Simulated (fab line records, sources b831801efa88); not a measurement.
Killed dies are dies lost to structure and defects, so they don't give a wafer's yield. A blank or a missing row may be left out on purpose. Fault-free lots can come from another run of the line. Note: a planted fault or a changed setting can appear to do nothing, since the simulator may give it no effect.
One fault seen from 2 desks ; flow sky130 ; only its own numbers are on each desk; what lay behind them is given at the end

## FROM THE METROLOGY DESK
What the gauges read for every lot (on any tool): the sampled wafers with a number, averaged. A lot is out of limits, marked OUT, if its mean lies more than 4 standard deviations from the usual mean; the brackets give that distance.
Columns: A = METAL3_OVL at SKY_METAL3_OVL_MEAS_14, usual -2 nm
lot;first seen here;A
L359;day 39 14:10;4
L363;day 39 22:07;-5
L365;day 40 16:49;-4
L366;day 40 18:58;2
L367;day 41 01:16;-3
L370;day 41 11:01;-12
L371;day 42 02:58;-5
L373;day 42 08:37;-4
L374;day 42 15:32;1
L376;day 43 11:07;-1
L377;day 44 02:10;-7
L378;day 44 04:01;2
L381;day 44 13:49;-7
This desk's finding: nothing out of limits on any of the 13 lots.

## DESK OF THE TOOL OWNER: litho track-04
At SKY_CAP2M_SOFTBAKE_08 (time 60 s), the tool's own readings, given per lot that ran on this tool as the mean of the sampled wafers with a number. A lot is out of limits, marked OUT, if its mean lies more than 4 standard deviations from the usual mean; the brackets give that distance.
Columns: A = heater power total W at SKY_CAP2M_SOFTBAKE_08, usual 56.60 W; B = plate temp C at SKY_CAP2M_SOFTBAKE_08, usual 90.02 C
lot;first seen here;A;B
L359;day 41 05:07;56.64;90.22
L363;day 41 13:37;56.61;89.82
L365;day 42 06:36;57.66 (+22) OUT;91.31 (+9.2) OUT
L366;day 42 09:34;57.70 (+23) OUT;91.35 (+9.5) OUT
This desk finds L365, L366 out of limits, L365 being first, at day 42 06:36 (heater power total W at SKY_CAP2M_SOFTBAKE_08). In limits: L359, L363.

## BROUGHT TOGETHER
At day 42 06:36, on L365, L366, the tool owner's desk was in a position to raise an alarm.
At the metrology desk, nothing out of limits was observed.
The metrology desk has L365, L366 on record, within its limits.
SKY_CAP2M_SOFTBAKE_08 was run on litho track-04 by each of the lots named.

## WHAT THE SIMULATOR PUT IN
Process parameters drifting: litho track-04 at SKY_CAP2M_SOFTBAKE_08, beginning at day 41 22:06. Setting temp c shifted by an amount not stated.
Shown lots that were struck: L365, L366.
Each desk's first reading out of limits, in hours after the fault started: the tool owner's desk, 8.
